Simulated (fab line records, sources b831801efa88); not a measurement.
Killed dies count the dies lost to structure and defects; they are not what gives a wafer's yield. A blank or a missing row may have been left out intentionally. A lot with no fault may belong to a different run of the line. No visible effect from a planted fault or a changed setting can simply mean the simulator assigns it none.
fab line records / flow sky130
record lots=7 wafers=21 last-day=50
route steps=708 shown POLY_CUT@313 SD_P@320
lots that met no fault: from a run of the same line without faults
start-h: hours from the record's opening day to when the first of the lot's shown wafers began / wait-h: hours elapsed since this lot's preceding step / " as in the row above / L1.1+2: several wafers, shown together as one row / - no value, or no start was given / * or withheld: withheld / < > ~ a bound
route shown NAME@n: NAME is a module with steps in the file, n the number in the route of the first one / usual: mean/standard deviation taken from wafers without a fault / same: alike in all rows / chamber/n: place in a boat / sites: the reading at each site / _std_site: standard deviation of those values / _edge_site: mean of outer sites minus mean of inner sites / radius-mm: for every site, how far away it sits from the centre of the wafer / mask NAME#n: copy n / behind: the tool/chamber that last shaped the wafer / hold: reason for holding the lot/hours on hold/outcome of the hold / device: the n, p or np transistor that did not switch / end of line: tests of these same wafers at the route's end / step lacking rows: just its recipe / killed: not the wafer's yield, but the dies lost to structure and defects at the first sort / map: per-die view of a wafer (x killed, . not killed, _ where there is no die)
set.NAME: setting as actually run; set.NAME@STEP: the setting as run at that earlier step / model.NAME: the simulator's own value behind a step, which no gauge read
a table for each step, a row for each wafer; lots at some steps of the route
services: when a tool's chamber went out of use (start-h, in hours from the record's first day, below 0 if earlier), for how many hours, and the reason
## steps
# step SKY_POLY_CUT_PEB_06
# recipe peb-temp-c=withheld peb-time-s=withheld resist=KrF-thick
# step SKY_POLY_CUT_DEVELOP_07
# recipe develop-time-s=60 resist=KrF-thick dev-temp-c=21
# step SKY_POLY_CUT_CD_MEAS_08
# recipe target-cd-nm=270
# usual cd-nm=270.0/1.5
lot.wafer=L376.2 tool=cd-sem-02 chamber=- start-h=596.80 wait-h=- cd-nm=268.7
lot.wafer=L376.3 tool=cd-sem-02 chamber=- start-h=596.80 wait-h=- cd-nm=266.8
lot.wafer=L376.6 tool=cd-sem-02 chamber=- start-h=596.80 wait-h=- cd-nm=266.7
lot.wafer=L379.2 tool=cd-sem-01 chamber=- start-h=617.86 wait-h=- cd-nm=270.4
lot.wafer=L379.3 tool=cd-sem-01 chamber=- start-h=617.86 wait-h=- cd-nm=271.2
lot.wafer=L379.4 tool=cd-sem-01 chamber=- start-h=617.86 wait-h=- cd-nm=272.7
lot.wafer=L381.1 tool=cd-sem-02 chamber=- start-h=644.73 wait-h=- cd-nm=272.2
lot.wafer=L381.4 tool=cd-sem-02 chamber=- start-h=644.73 wait-h=- cd-nm=271.1
lot.wafer=L381.6 tool=cd-sem-02 chamber=- start-h=644.73 wait-h=- cd-nm=270.8
lot.wafer=L383.1 tool=cd-sem-02 chamber=- start-h=653.33 wait-h=- cd-nm=269.6
lot.wafer=L383.2 tool=cd-sem-02 chamber=- start-h=653.33 wait-h=- cd-nm=268.4
lot.wafer=L383.4 tool=cd-sem-02 chamber=- start-h=653.33 wait-h=- cd-nm=271.1
lot.wafer=L384.1 tool=cd-sem-01 chamber=- start-h=660.71 wait-h=- cd-nm=272.0
lot.wafer=L384.3 tool=cd-sem-01 chamber=- start-h=660.71 wait-h=- cd-nm=272.1
lot.wafer=L384.6 tool=cd-sem-01 chamber=- start-h=660.71 wait-h=- cd-nm=271.9
lot.wafer=L393.1 tool=cd-sem-02 chamber=- start-h=731.06 wait-h=- cd-nm=267.1
lot.wafer=L393.3 tool=cd-sem-02 chamber=- start-h=731.06 wait-h=- cd-nm=266.3
lot.wafer=L393.4 tool=cd-sem-02 chamber=- start-h=731.06 wait-h=- cd-nm=267.4
lot.wafer=L396.2 tool=cd-sem-02 chamber=- start-h=753.60 wait-h=- cd-nm=270.2
lot.wafer=L396.3 tool=cd-sem-02 chamber=- start-h=753.60 wait-h=- cd-nm=267.8
lot.wafer=L396.6 tool=cd-sem-02 chamber=- start-h=753.60 wait-h=- cd-nm=269.1
# step SKY_POLY_CUT_OVL_MEAS_09
# usual POLY_CUT_OVL=-3/6.8
lot.wafer=L376.2 tool=overlay-02 chamber=- start-h=596.90 wait-h=0.1 POLY_CUT_OVL[nm]=2
lot.wafer=L376.3 tool=overlay-02 chamber=- start-h=596.90 wait-h=0.1 POLY_CUT_OVL[nm]=13
lot.wafer=L376.6 tool=overlay-02 chamber=- start-h=596.90 wait-h=0.1 POLY_CUT_OVL[nm]=5
lot.wafer=L379.2 tool=overlay-01 chamber=- start-h=617.97 wait-h=0.1 POLY_CUT_OVL[nm]=-12
lot.wafer=L379.3 tool=overlay-01 chamber=- start-h=617.97 wait-h=0.1 POLY_CUT_OVL[nm]=-12
lot.wafer=L379.4 tool=overlay-01 chamber=- start-h=617.97 wait-h=0.1 POLY_CUT_OVL[nm]=-11
lot.wafer=L381.1 tool=overlay-02 chamber=- start-h=644.85 wait-h=0.1 POLY_CUT_OVL[nm]=-11
lot.wafer=L381.4 tool=overlay-02 chamber=- start-h=644.85 wait-h=0.1 POLY_CUT_OVL[nm]=-9
lot.wafer=L381.6 tool=overlay-02 chamber=- start-h=644.85 wait-h=0.1 POLY_CUT_OVL[nm]=-12
lot.wafer=L383.1 tool=overlay-02 chamber=- start-h=653.45 wait-h=0.1 POLY_CUT_OVL[nm]=-17
lot.wafer=L383.2 tool=overlay-02 chamber=- start-h=653.45 wait-h=0.1 POLY_CUT_OVL[nm]=-8
lot.wafer=L383.4 tool=overlay-02 chamber=- start-h=653.45 wait-h=0.1 POLY_CUT_OVL[nm]=-12
lot.wafer=L384.1 tool=overlay-02 chamber=- start-h=660.83 wait-h=0.1 POLY_CUT_OVL[nm]=4
lot.wafer=L384.3 tool=overlay-02 chamber=- start-h=660.83 wait-h=0.1 POLY_CUT_OVL[nm]=-3
lot.wafer=L384.6 tool=overlay-02 chamber=- start-h=660.83 wait-h=0.1 POLY_CUT_OVL[nm]=1
lot.wafer=L393.1 tool=overlay-02 chamber=- start-h=731.18 wait-h=0.1 POLY_CUT_OVL[nm]=5
lot.wafer=L393.3 tool=overlay-02 chamber=- start-h=731.18 wait-h=0.1 POLY_CUT_OVL[nm]=4
lot.wafer=L393.4 tool=overlay-02 chamber=- start-h=731.18 wait-h=0.1 POLY_CUT_OVL[nm]=2
lot.wafer=L396.2 tool=overlay-01 chamber=- start-h=753.70 wait-h=0.1 POLY_CUT_OVL[nm]=3
lot.wafer=L396.3 tool=overlay-01 chamber=- start-h=753.70 wait-h=0.1 POLY_CUT_OVL[nm]=4
lot.wafer=L396.6 tool=overlay-01 chamber=- start-h=753.70 wait-h=0.1 POLY_CUT_OVL[nm]=3
# step SKY_POLY_CUT_ETCH_10
# recipe chemistry=N2/H2 target=BARC ion-energy-ev=200 source-w=500 bias-w=100 pressure-mtorr=30 n2-flow-sccm=100 h2-flow-sccm=200 stop-on=SiO2 time-s=45.9 target-depth-a=600
# usual drypump-motor-current-A=5.6/0.57 oes-product-au=0.855/0.0046 throttle-valve-pct=13.225/0.0088
lot.wafer=L376.2 tool=rie-diel-02 chamber=3 start-h=596.93 wait-h=0.0 drypump-motor-current-A=4.9 oes-product-au=0.852 rf-hours-counter-h=68 throttle-valve-pct=13.218
lot.wafer=L376.3 tool=rie-diel-02 chamber=1 start-h=596.93 wait-h=0.0 drypump-motor-current-A=6.5 oes-product-au=0.853 rf-hours-counter-h=10 throttle-valve-pct=13.208
lot.wafer=L376.6 tool=rie-diel-02 chamber=0 start-h=596.93 wait-h=0.0 drypump-motor-current-A=5.1 oes-product-au=0.856 rf-hours-counter-h=- throttle-valve-pct=13.251
lot.wafer=L379.2 tool=rie-diel-01 chamber=3 start-h=618.00 wait-h=0.0 drypump-motor-current-A=6.7 oes-product-au=0.850 rf-hours-counter-h=8 throttle-valve-pct=13.253
lot.wafer=L379.3 tool=rie-diel-01 chamber=2 start-h=618.00 wait-h=0.0 drypump-motor-current-A=5.2 oes-product-au=0.855 rf-hours-counter-h=2 throttle-valve-pct=13.222
lot.wafer=L379.4 tool=rie-diel-01 chamber=1 start-h=618.00 wait-h=0.0 drypump-motor-current-A=5.1 oes-product-au=0.854 rf-hours-counter-h=3 throttle-valve-pct=13.233
lot.wafer=L381.1 tool=rie-diel-03 chamber=0 start-h=644.88 wait-h=0.0 drypump-motor-current-A=5.0 oes-product-au=0.860 rf-hours-counter-h=5 throttle-valve-pct=13.219
lot.wafer=L381.4 tool=rie-diel-03 chamber=1 start-h=644.88 wait-h=0.0 drypump-motor-current-A=5.7 oes-product-au=0.856 rf-hours-counter-h=1 throttle-valve-pct=13.211
lot.wafer=L381.6 tool=rie-diel-03 chamber=0 start-h=644.88 wait-h=0.0 drypump-motor-current-A=5.0 oes-product-au=0.850 rf-hours-counter-h=- throttle-valve-pct=13.218
lot.wafer=L383.1 tool=rie-diel-01 chamber=2 start-h=653.48 wait-h=0.0 drypump-motor-current-A=5.2 oes-product-au=0.844 rf-hours-counter-h=2 throttle-valve-pct=13.226
lot.wafer=L383.2 tool=rie-diel-01 chamber=1 start-h=653.48 wait-h=0.0 drypump-motor-current-A=5.2 oes-product-au=0.857 rf-hours-counter-h=4 throttle-valve-pct=13.215
lot.wafer=L383.4 tool=rie-diel-01 chamber=3 start-h=653.48 wait-h=0.0 drypump-motor-current-A=6.6 oes-product-au=0.859 rf-hours-counter-h=9 throttle-valve-pct=13.201
lot.wafer=L384.1 tool=rie-diel-03 chamber=0 start-h=660.87 wait-h=0.0 drypump-motor-current-A=5.0 oes-product-au=0.854 rf-hours-counter-h=5 throttle-valve-pct=13.218
lot.wafer=L384.3 tool=rie-diel-03 chamber=3 start-h=660.87 wait-h=0.0 drypump-motor-current-A=6.1 oes-product-au=0.853 rf-hours-counter-h=2 throttle-valve-pct=13.218
lot.wafer=L384.6 tool=rie-diel-03 chamber=1 start-h=660.87 wait-h=0.0 drypump-motor-current-A=5.7 oes-product-au=0.857 rf-hours-counter-h=- throttle-valve-pct=13.214
lot.wafer=L393.1 tool=rie-diel-01 chamber=1 start-h=731.22 wait-h=0.0 drypump-motor-current-A=5.2 oes-product-au=0.862 rf-hours-counter-h=6 throttle-valve-pct=13.227
lot.wafer=L393.3 tool=rie-diel-01 chamber=0 start-h=731.22 wait-h=0.0 drypump-motor-current-A=5.8 oes-product-au=0.861 rf-hours-counter-h=1 throttle-valve-pct=13.230
lot.wafer=L393.4 tool=rie-diel-01 chamber=2 start-h=731.22 wait-h=0.0 drypump-motor-current-A=5.2 oes-product-au=0.851 rf-hours-counter-h=5 throttle-valve-pct=13.212
lot.wafer=L396.2 tool=rie-diel-02 chamber=1 start-h=753.73 wait-h=0.0 drypump-motor-current-A=6.5 oes-product-au=0.848 rf-hours-counter-h=15 throttle-valve-pct=13.217
lot.wafer=L396.3 tool=rie-diel-02 chamber=3 start-h=753.73 wait-h=0.0 drypump-motor-current-A=4.9 oes-product-au=0.859 rf-hours-counter-h=3 throttle-valve-pct=13.233
lot.wafer=L396.6 tool=rie-diel-02 chamber=0 start-h=753.73 wait-h=0.0 drypump-motor-current-A=5.1 oes-product-au=0.850 rf-hours-counter-h=- throttle-valve-pct=13.206
# step SKY_POLY_CUT_ETCH_11
# recipe target=Si3N4 chemistry=CF4/CH2F2/Ar stop-on=poly-Si source-w=600 bias-w=150 pressure-mtorr=40 cf4-flow-sccm=40 ch2f2-flow-sccm=20 Ar_flow_sccm=150 time-s=42.5 target-depth-a=600
# usual drypump-motor-current-A=5.6/0.57 oes-product-au=0.828/0.0056 throttle-valve-pct=14.994/0.0091
lot.wafer=L376.2 tool=rie-diel-02 chamber=3 start-h=596.97 wait-h=0.0 drypump-motor-current-A=4.8 oes-product-au=0.833 rf-hours-counter-h=68 throttle-valve-pct=14.990
lot.wafer=L376.3 tool=rie-diel-02 chamber=1 start-h=596.97 wait-h=0.0 drypump-motor-current-A=6.4 oes-product-au=0.827 rf-hours-counter-h=10 throttle-valve-pct=14.974
lot.wafer=L376.6 tool=rie-diel-02 chamber=0 start-h=596.97 wait-h=0.0 drypump-motor-current-A=5.1 oes-product-au=0.838 rf-hours-counter-h=- throttle-valve-pct=15.000
lot.wafer=L379.2 tool=rie-diel-01 chamber=3 start-h=618.04 wait-h=0.0 drypump-motor-current-A=6.7 oes-product-au=0.829 rf-hours-counter-h=8 throttle-valve-pct=14.998
lot.wafer=L379.3 tool=rie-diel-01 chamber=2 start-h=618.04 wait-h=0.0 drypump-motor-current-A=5.2 oes-product-au=0.829 rf-hours-counter-h=2 throttle-valve-pct=14.989
lot.wafer=L379.4 tool=rie-diel-01 chamber=1 start-h=618.04 wait-h=0.0 drypump-motor-current-A=5.2 oes-product-au=0.833 rf-hours-counter-h=3 throttle-valve-pct=14.988
lot.wafer=L381.1 tool=rie-diel-03 chamber=0 start-h=644.92 wait-h=0.0 drypump-motor-current-A=5.0 oes-product-au=0.832 rf-hours-counter-h=5 throttle-valve-pct=14.983
lot.wafer=L381.4 tool=rie-diel-03 chamber=1 start-h=644.92 wait-h=0.0 drypump-motor-current-A=5.7 oes-product-au=0.830 rf-hours-counter-h=1 throttle-valve-pct=14.998
lot.wafer=L381.6 tool=rie-diel-03 chamber=0 start-h=644.92 wait-h=0.0 drypump-motor-current-A=5.0 oes-product-au=0.828 rf-hours-counter-h=- throttle-valve-pct=14.994
lot.wafer=L383.1 tool=rie-diel-01 chamber=2 start-h=653.52 wait-h=0.0 drypump-motor-current-A=5.2 oes-product-au=0.831 rf-hours-counter-h=2 throttle-valve-pct=15.004
lot.wafer=L383.2 tool=rie-diel-01 chamber=1 start-h=653.52 wait-h=0.0 drypump-motor-current-A=5.1 oes-product-au=0.832 rf-hours-counter-h=4 throttle-valve-pct=15.009
lot.wafer=L383.4 tool=rie-diel-01 chamber=3 start-h=653.52 wait-h=0.0 drypump-motor-current-A=6.7 oes-product-au=0.829 rf-hours-counter-h=10 throttle-valve-pct=15.002
lot.wafer=L384.1 tool=rie-diel-03 chamber=0 start-h=660.91 wait-h=0.0 drypump-motor-current-A=5.0 oes-product-au=0.835 rf-hours-counter-h=5 throttle-valve-pct=14.981
lot.wafer=L384.3 tool=rie-diel-03 chamber=3 start-h=660.91 wait-h=0.0 drypump-motor-current-A=6.0 oes-product-au=0.833 rf-hours-counter-h=2 throttle-valve-pct=14.975
lot.wafer=L384.6 tool=rie-diel-03 chamber=1 start-h=660.91 wait-h=0.0 drypump-motor-current-A=5.6 oes-product-au=0.836 rf-hours-counter-h=- throttle-valve-pct=14.978
lot.wafer=L393.1 tool=rie-diel-01 chamber=1 start-h=731.26 wait-h=0.0 drypump-motor-current-A=5.2 oes-product-au=0.824 rf-hours-counter-h=6 throttle-valve-pct=15.002
lot.wafer=L393.3 tool=rie-diel-01 chamber=0 start-h=731.26 wait-h=0.0 drypump-motor-current-A=5.8 oes-product-au=0.824 rf-hours-counter-h=1 throttle-valve-pct=14.998
lot.wafer=L393.4 tool=rie-diel-01 chamber=2 start-h=731.26 wait-h=0.0 drypump-motor-current-A=5.2 oes-product-au=0.822 rf-hours-counter-h=5 throttle-valve-pct=15.001
lot.wafer=L396.2 tool=rie-diel-02 chamber=1 start-h=753.78 wait-h=0.0 drypump-motor-current-A=6.5 oes-product-au=0.828 rf-hours-counter-h=15 throttle-valve-pct=15.003
lot.wafer=L396.3 tool=rie-diel-02 chamber=3 start-h=753.78 wait-h=0.0 drypump-motor-current-A=4.8 oes-product-au=0.829 rf-hours-counter-h=3 throttle-valve-pct=15.002
lot.wafer=L396.6 tool=rie-diel-02 chamber=0 start-h=753.78 wait-h=0.0 drypump-motor-current-A=5.1 oes-product-au=0.823 rf-hours-counter-h=- throttle-valve-pct=15.007
# step SKY_POLY_CUT_STRIP_12
# recipe chemistry=O2/N2 power-w=1400 pressure-mtorr=1500 platen-temp-c=withheld o2-flow-sccm=3000 n2-flow-sccm=300 overash-fraction=0.5
# usual drypump-motor-current-A=5.7/0.45 oes-product-au=0.453/0.0049 strip-time-to-endpoint-s=5.363/0.017
lot.wafer=L376.2 tool=plasma-asher-04 chamber=0 start-h=597.01 wait-h=0.0 drypump-motor-current-A=5.3 oes-product-au=0.450 rf-hours-counter-h=76 strip-time-to-endpoint-s=5.366
lot.wafer=L376.3 tool=plasma-asher-04 chamber=0 start-h=597.01 wait-h=0.0 drypump-motor-current-A=5.3 oes-product-au=0.460 rf-hours-counter-h=- strip-time-to-endpoint-s=5.395
lot.wafer=L376.6 tool=plasma-asher-04 chamber=1 start-h=597.01 wait-h=0.0 drypump-motor-current-A=5.9 oes-product-au=0.450 rf-hours-counter-h=- strip-time-to-endpoint-s=5.366
lot.wafer=L379.2 tool=plasma-asher-02 chamber=1 start-h=618.08 wait-h=0.0 drypump-motor-current-A=5.9 oes-product-au=0.460 rf-hours-counter-h=93 strip-time-to-endpoint-s=5.354
lot.wafer=L379.3 tool=plasma-asher-02 chamber=0 start-h=618.08 wait-h=0.0 drypump-motor-current-A=5.2 oes-product-au=0.446 rf-hours-counter-h=- strip-time-to-endpoint-s=5.342
lot.wafer=L379.4 tool=plasma-asher-02 chamber=1 start-h=618.08 wait-h=0.0 drypump-motor-current-A=5.9 oes-product-au=0.457 rf-hours-counter-h=- strip-time-to-endpoint-s=5.331
lot.wafer=L381.1 tool=plasma-asher-04 chamber=0 start-h=644.96 wait-h=0.0 drypump-motor-current-A=5.3 oes-product-au=0.450 rf-hours-counter-h=81 strip-time-to-endpoint-s=5.349
lot.wafer=L381.4 tool=plasma-asher-04 chamber=1 start-h=644.96 wait-h=0.0 drypump-motor-current-A=5.9 oes-product-au=0.452 rf-hours-counter-h=- strip-time-to-endpoint-s=5.365
lot.wafer=L381.6 tool=plasma-asher-04 chamber=0 start-h=644.96 wait-h=0.0 drypump-motor-current-A=5.4 oes-product-au=0.447 rf-hours-counter-h=- strip-time-to-endpoint-s=5.361
lot.wafer=L383.1 tool=plasma-asher-02 chamber=0 start-h=653.56 wait-h=0.0 drypump-motor-current-A=5.2 oes-product-au=0.455 rf-hours-counter-h=96 strip-time-to-endpoint-s=5.386
lot.wafer=L383.2 tool=plasma-asher-02 chamber=1 start-h=653.56 wait-h=0.0 drypump-motor-current-A=5.9 oes-product-au=0.449 rf-hours-counter-h=96 strip-time-to-endpoint-s=5.350
lot.wafer=L383.4 tool=plasma-asher-02 chamber=1 start-h=653.56 wait-h=0.0 drypump-motor-current-A=5.9 oes-product-au=0.455 rf-hours-counter-h=- strip-time-to-endpoint-s=5.373
lot.wafer=L384.1 tool=plasma-asher-03 chamber=1 start-h=660.95 wait-h=0.0 drypump-motor-current-A=5.8 oes-product-au=0.447 rf-hours-counter-h=23 strip-time-to-endpoint-s=5.364
lot.wafer=L384.3 tool=plasma-asher-03 chamber=1 start-h=660.95 wait-h=0.0 drypump-motor-current-A=5.8 oes-product-au=0.455 rf-hours-counter-h=- strip-time-to-endpoint-s=5.347
lot.wafer=L384.6 tool=plasma-asher-03 chamber=0 start-h=660.95 wait-h=0.0 drypump-motor-current-A=6.7 oes-product-au=0.455 rf-hours-counter-h=- strip-time-to-endpoint-s=5.363
lot.wafer=L393.1 tool=plasma-asher-02 chamber=1 start-h=731.30 wait-h=0.0 drypump-motor-current-A=5.9 oes-product-au=0.453 rf-hours-counter-h=104 strip-time-to-endpoint-s=5.390
lot.wafer=L393.3 tool=plasma-asher-02 chamber=0 start-h=731.30 wait-h=0.0 drypump-motor-current-A=5.2 oes-product-au=0.454 rf-hours-counter-h=- strip-time-to-endpoint-s=5.372
lot.wafer=L393.4 tool=plasma-asher-02 chamber=1 start-h=731.30 wait-h=0.0 drypump-motor-current-A=6.0 oes-product-au=0.458 rf-hours-counter-h=- strip-time-to-endpoint-s=5.371
lot.wafer=L396.2 tool=plasma-asher-04 chamber=0 start-h=753.82 wait-h=0.0 drypump-motor-current-A=5.3 oes-product-au=0.453 rf-hours-counter-h=92 strip-time-to-endpoint-s=5.361
lot.wafer=L396.3 tool=plasma-asher-04 chamber=0 start-h=753.82 wait-h=0.0 drypump-motor-current-A=5.4 oes-product-au=0.454 rf-hours-counter-h=- strip-time-to-endpoint-s=5.355
lot.wafer=L396.6 tool=plasma-asher-04 chamber=1 start-h=753.82 wait-h=0.0 drypump-motor-current-A=5.9 oes-product-au=0.447 rf-hours-counter-h=- strip-time-to-endpoint-s=5.368
# step SKY_SD_P_DEHYDRATE_00
# recipe temp-c=200 time-s=60
# step SKY_SD_P_HMDS_01
# recipe prime-time-s=60 prime-temp-c=120
# step SKY_SD_P_COAT_02
# recipe resist=NOVOLAK spin-rpm=3000 resist-thk-nm=1140
# step SKY_SD_P_SOFTBAKE_03
# recipe temp-c=90 time-s=60 resist=NOVOLAK
# step SKY_SD_P_EXPOSE_04
# recipe mask-id=PSDM na=0.6 source-shape=conventional sigma-outer=0.6 polarization=unpolarized target-cd-nm=380 dose-mj=138
# step SKY_SD_P_PEB_05
# recipe temp-c=withheld time-s=* resist=NOVOLAK
# usual chill-plate-temp-C=* exhaust-pa=45.0/0.89
lot.wafer=L376.2 tool=litho-track-01 chamber=0 start-h=625.37 wait-h=- chill-plate-temp-C=* exhaust-pa=45.0
lot.wafer=L376.3 tool=litho-track-01 chamber=0 start-h=625.37 wait-h=- chill-plate-temp-C=* exhaust-pa=45.4
lot.wafer=L376.6 tool=litho-track-01 chamber=0 start-h=625.37 wait-h=- chill-plate-temp-C=* exhaust-pa=45.0
lot.wafer=L379.2 tool=litho-track-04 chamber=0 start-h=646.29 wait-h=- chill-plate-temp-C=* exhaust-pa=45.0
lot.wafer=L379.3 tool=litho-track-04 chamber=0 start-h=646.29 wait-h=- chill-plate-temp-C=* exhaust-pa=45.8
lot.wafer=L379.4 tool=litho-track-04 chamber=0 start-h=646.29 wait-h=- chill-plate-temp-C=* exhaust-pa=44.9
lot.wafer=L381.1 tool=litho-track-03 chamber=- start-h=673.06 wait-h=- chill-plate-temp-C=- exhaust-pa=-
lot.wafer=L381.4 tool=litho-track-03 chamber=- start-h=673.06 wait-h=- chill-plate-temp-C=- exhaust-pa=-
lot.wafer=L381.6 tool=litho-track-03 chamber=- start-h=673.06 wait-h=- chill-plate-temp-C=- exhaust-pa=-
lot.wafer=L383.1 tool=litho-track-03 chamber=- start-h=681.51 wait-h=- chill-plate-temp-C=- exhaust-pa=-
lot.wafer=L383.2 tool=litho-track-03 chamber=- start-h=681.51 wait-h=- chill-plate-temp-C=- exhaust-pa=-
lot.wafer=L383.4 tool=litho-track-03 chamber=- start-h=681.51 wait-h=- chill-plate-temp-C=- exhaust-pa=-
lot.wafer=L384.1 tool=litho-track-01 chamber=- start-h=689.54 wait-h=- chill-plate-temp-C=- exhaust-pa=-
lot.wafer=L384.3 tool=litho-track-01 chamber=- start-h=689.54 wait-h=- chill-plate-temp-C=- exhaust-pa=-
lot.wafer=L384.6 tool=litho-track-01 chamber=- start-h=689.54 wait-h=- chill-plate-temp-C=- exhaust-pa=-
lot.wafer=L393.1 tool=litho-track-04 chamber=0 start-h=758.37 wait-h=- chill-plate-temp-C=* exhaust-pa=44.1
lot.wafer=L393.3 tool=litho-track-04 chamber=0 start-h=758.37 wait-h=- chill-plate-temp-C=* exhaust-pa=45.2
lot.wafer=L393.4 tool=litho-track-04 chamber=0 start-h=758.37 wait-h=- chill-plate-temp-C=* exhaust-pa=42.8
lot.wafer=L396.2 tool=litho-track-04 chamber=0 start-h=778.99 wait-h=- chill-plate-temp-C=* exhaust-pa=44.8
lot.wafer=L396.3 tool=litho-track-04 chamber=0 start-h=778.99 wait-h=- chill-plate-temp-C=* exhaust-pa=43.8
lot.wafer=L396.6 tool=litho-track-04 chamber=0 start-h=778.99 wait-h=- chill-plate-temp-C=* exhaust-pa=45.6
# step SKY_SD_P_DEVELOP_06
# recipe resist=NOVOLAK developer=TMAH develop-time-s=60 dev-temp-c=23
## services
tool=rie-diel-03 chamber=1 start-h=578.58 hours=- kind=clean
tool=rie-diel-03 chamber=1 start-h=578.58 hours=14.2 kind=scheduled-down
tool=rie-diel-03 chamber=1 start-h=578.58 hours=14.2 kind=vent-cycle
tool=rie-diel-02 chamber=3 start-h=582.85 hours=5.9 kind=repair
tool=rie-diel-01 chamber=3 start-h=583.31 hours=13.7 kind=repair
tool=plasma-asher-02 chamber=- start-h=606.63 hours=0.4 kind=repair
tool=rie-diel-02 chamber=0 start-h=613.23 hours=- kind=clean
tool=rie-diel-01 chamber=1 start-h=621.19 hours=5.8 kind=repair
tool=rie-diel-01 chamber=2 start-h=647.14 hours=3.7 kind=repair
tool=rie-diel-03 chamber=2 start-h=654.24 hours=5.6 kind=repair
tool=rie-diel-03 chamber=0 start-h=654.37 hours=2.8 kind=repair
tool=rie-diel-01 chamber=0 start-h=675.09 hours=- kind=clean
tool=rie-diel-01 chamber=0 start-h=675.09 hours=19.3 kind=scheduled-down
tool=rie-diel-01 chamber=0 start-h=675.09 hours=19.3 kind=vent-cycle
tool=plasma-asher-02 chamber=- start-h=678.21 hours=2.9 kind=repair
tool=rie-diel-02 chamber=2 start-h=687.55 hours=23.4 kind=repair
tool=rie-diel-02 chamber=0 start-h=711.32 hours=6.5 kind=repair
tool=plasma-asher-02 chamber=- start-h=733.75 hours=9.0 kind=pm
tool=plasma-asher-03 chamber=- start-h=741.45 hours=3.0 kind=repair
tool=rie-diel-03 chamber=- start-h=756.51 hours=0.4 kind=repair
tool=rie-diel-02 chamber=- start-h=762.29 hours=1.6 kind=repair
tool=rie-diel-03 chamber=- start-h=769.83 hours=2.8 kind=pm
tool=rie-diel-02 chamber=- start-h=775.32 hours=0.4 kind=repair
tool=plasma-asher-02 chamber=- start-h=775.72 hours=0.8 kind=repair
## key
first-sign step=SKY_SD_P_PEB_05 reading=tool-record direction=missing
effect none on later readings
met-at SKY_SD_P_PEB_05
struck-wafers L381.1,L381.4,L381.6,L383.1,L383.2,L383.4,L384.1,L384.3,L384.6
sort-left-out L381.1,L381.4,L381.6,L383.1,L383.2,L383.4,L384.1,L384.3,L384.6
tester-left-out L381,L383,L384
onset-between 625.37 673.06
fault kind=skipped-step-whole tool=litho-track-01,litho-track-03 chamber=- onset-h=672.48 steps=SKY_SD_P_PEB_05 scope=struck-lots-only
# tester-left-out: of these lots the tester's yield and bins aren't shown, on N5 and GAA mostly nor the transistor test; their killed dies are dies lost to structure and defects alone, not to doping, threshold or leakage, so they don't give the yield
# sort-left-out: the simulated sort isn't trusted on such a fault, so these wafers' sort isn't shown, and their yield isn't known
